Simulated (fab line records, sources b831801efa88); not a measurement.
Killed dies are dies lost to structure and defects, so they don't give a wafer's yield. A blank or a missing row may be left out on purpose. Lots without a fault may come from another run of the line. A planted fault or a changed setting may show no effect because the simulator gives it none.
A struck lot beside a sound one | flow sfq_line | 15 steps out of a route of 325
Sound: wafers L892.1, L892.2, L892.4. Struck: wafers L901.1, L901.3, L901.4. The cause comes at the end.
At each step with rows: each side's tool, then ch and its chambers, then its first start. Under that, the readings that differ: sound wafers | struck wafers | difference of the means | sigmas: that difference in standard deviations of wafers without a fault.
alike: readings whose means differ by less than 2 such deviations, and words and numbers that are the same on both sides. not compared: withheld readings, readings that some wafer has no value for, bounds like >300 that may hide the same value, and numbers for which the record gives no deviation and whose values overlap.
The two part at a step that has a row with sigmas, a row that says differs or no value, or rows on one side only. Numbers that don't overlap but have no deviation are shown without sigmas and don't part them. A reading that every wafer of one side lacks parts them only if that side has two wafers or more.

first, 1 step without rows for these wafers: SFQ_TRILAYER_M0_STRIP_SOLV_CLEAN_026 (cleans in NMP, time 600 s).
SFQ_TRILAYER_I0_DEP_PECVD_027: deposits SiO2 from SiH4/N2O, time 111.11 s, target thk 500 nm.
  sound on pecvd-03 ch 1,2, day 10 15:16; struck on pecvd-02 ch 0,1, day 13 11:11
  alike: heater_power_w, throttle_valve_pct
SFQ_TRILAYER_I0_CMP_CMP_028: polishes SiO2.
  sound on cmp-01 ch 1,2,3, day 11 06:50; struck on cmp-02 ch 0,1,2, day 13 11:16
  alike: motor_current_A, time_to_endpoint_s
SFQ_I0_BOW_MEAS_907:
  sound on film_metro-04, day 11 09:50; struck on film_metro-04, day 13 14:16
  alike: I0_BOW
SFQ_TRILAYER_I0_METRO_MEASURE_029:
  sound on film_metro-04, day 11 09:57; struck on film_metro-04, day 13 14:23
  alike: thk_nm
then, 6 steps without rows for these wafers: SFQ_TRILAYER_I0_VIA_LITHO_COAT_036 (resist thk 62 nm); SFQ_TRILAYER_I0_VIA_LITHO_COAT_031 (resist thk 650 nm); SFQ_TRILAYER_I0_VIA_LITHO_SOFTBAKE_035; SFQ_TRILAYER_I0_VIA_LITHO_EXPOSE_032 (exposes mask I0, target cd 500 nm); SFQ_TRILAYER_I0_VIA_LITHO_PEB_034 (peb time 60 s); SFQ_TRILAYER_I0_VIA_LITHO_DEVELOP_033 (time 60 s).
-- the record jumps here: 6 days lie between the struck wafers' starts before and after --
SFQ_I0_OVL_MEAS_908:
  sound on overlay-02, day 16 10:22; struck on overlay-01, day 19 11:47
  alike: I0_OVL
SFQ_TRILAYER_I0_VIA_BARC_OPEN_VIA_ETCH_046: etches BARC in O2, target depth 125 nm, time 41.7 s.
  sound on rie_diel-04 ch 0,2,3, day 16 10:25; struck on rie_diel-01 ch 0,1,3, day 19 11:49
  reading                                                 | sound             | struck            | difference | sigmas
  model.KrF_of_TRILAYER_I0_VIA_LITHO_COAT_031.thk_nm (nm) | 573.9 575.6 573.1 | 581.2 576.5 578.2 | +4.4       |
  alike: drypump_motor_current_A, oes_product_au
  not compared: rf_hours_counter_h
SFQ_TRILAYER_I0_VIA_ETCH_VIA_ETCH_034: etches SiO2 in CHF3, stops on Nb, target depth 260 nm.
  sound on rie_diel-04 ch 0,2,3, day 16 10:27; struck on rie_diel-01 ch 0,1,3, day 19 11:52
  reading                                                 | sound             | struck            | difference | sigmas
  model.KrF_of_TRILAYER_I0_VIA_LITHO_COAT_031.thk_nm (nm) | 529.1 530.4 528.1 | 536.9 531.9 533.3 | +4.8       |
  alike: drypump_motor_current_A, oes_product_au
SFQ_TRILAYER_I0_VIA_STRIP_STRIP_035: strips in O2.
  sound on rie_metal-04 ch 0,1, day 16 10:34; struck on rie_metal-04 ch 0,1, day 19 11:58
  alike: drypump_motor_current_A, oes_product_au
  not compared: rf_hours_counter_h

WHERE THEY PART
Nowhere in this record.

WHY: what the simulator had put in
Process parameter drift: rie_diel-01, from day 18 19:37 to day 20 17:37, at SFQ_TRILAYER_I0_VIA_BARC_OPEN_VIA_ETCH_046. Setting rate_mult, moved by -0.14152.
